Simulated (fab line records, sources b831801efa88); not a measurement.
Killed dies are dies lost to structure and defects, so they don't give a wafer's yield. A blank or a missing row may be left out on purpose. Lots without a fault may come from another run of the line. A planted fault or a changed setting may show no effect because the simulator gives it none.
One fault seen from 2 desks | flow sky130 | each desk has only its own numbers; what lay behind them comes last

THE METROLOGY DESK
What the gauges read, lot by lot, whatever tool the lot ran on: means of the sampled wafers that have a number. A lot is out of limits, marked OUT, if its mean lies more than 4 standard deviations from the usual mean; the brackets give that distance.
Columns: A = NWELL_OXIDATION_THK at SKY_NWELL_THK_MEAS_02, usual 9.98 nm; B = DNWELL_TW at SKY_DNWELL_TW_MEAS_09, usual 1115; C = NWELL_RS at SKY_NWELL_RS_MEAS_29, usual 624.4 ohm/sq
lot  | first seen here | A     | B    | C
L464 | day 2 11:26     | 9.98  | 1108 | 627.2
L469 | day 3 15:50     | 9.90  | 1119 | 623.8
L468 | day 3 15:52     | 10.01 | 1121 | 623.9
L470 | day 3 21:09     | 10.08 | 1122 | 624.2
L471 | day 4 06:17     | 9.89  | 1113 | 622.9
L473 | day 4 16:37     | 9.88  | 1109 | 625.7
L475 | day 5 00:06     | 10.21 | 1128 | 624.4
L476 | day 5 08:38     | 9.91  | 1108 | 624.0
L480 | day 6 13:57     | 10.01 | 1113 | 627.0
L484 | day 7 08:02     | 9.67  | 1103 | 639.8 (+8.6) OUT
L485 | day 7 12:06     | 9.80  | 1114 | 638.5 (+7.9) OUT
L486 | day 7 13:28     | 10.06 | 1123 | 636.8 (+6.9) OUT
This desk's finding: out of limits on L484, L485, L486; first on L484, day 10 22:29 (NWELL_RS at SKY_NWELL_RS_MEAS_29). In limits: L464, L469, L468, L470, L471, L473, L475, L476, L480.

THE TOOL OWNER'S DESK: implanter-01
The tool's own readings at SKY_NWELL_IMPLANT_11: means of the sampled wafers that have a number, for each lot that ran on this tool. A lot is out of limits, marked OUT, if its mean lies more than 4 standard deviations from the usual mean; the brackets give that distance.
Columns: A = beam_energy_keV at SKY_NWELL_IMPLANT_11, usual 400.01
lot  | first seen here | A
L464 | day 4 12:52     | 400.00
L468 | day 5 22:49     | 400.05
L473 | day 6 22:43     | 400.10
L484 | day 9 23:05     | 367.34 (-99 or more) OUT
L485 | day 10 04:07    | 367.28 (-99 or more) OUT
L486 | day 10 05:38    | 367.24 (-99 or more) OUT
This desk's finding: out of limits on L484, L485, L486; first on L484, day 9 23:05 (beam_energy_keV at SKY_NWELL_IMPLANT_11). In limits: L464, L468, L473.

PUT TOGETHER
The tool owner's desk could have raised an alarm at day 9 23:05, on L484, L485, L486.
The metrology desk could have raised an alarm at day 10 22:29, on L484, L485, L486.
Of the lots named, all ran SKY_NWELL_IMPLANT_11 on implanter-01.

WHAT THE SIMULATOR HAD PUT IN
Process parameter drift: implanter-01, from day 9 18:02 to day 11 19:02, at SKY_NWELL_IMPLANT_11. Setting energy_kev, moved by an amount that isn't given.
Lots struck among those shown: L484, L485, L486.
Hours from the fault's start to each desk's first reading out of limits: the tool owner's desk, 5; the metrology desk, 28.
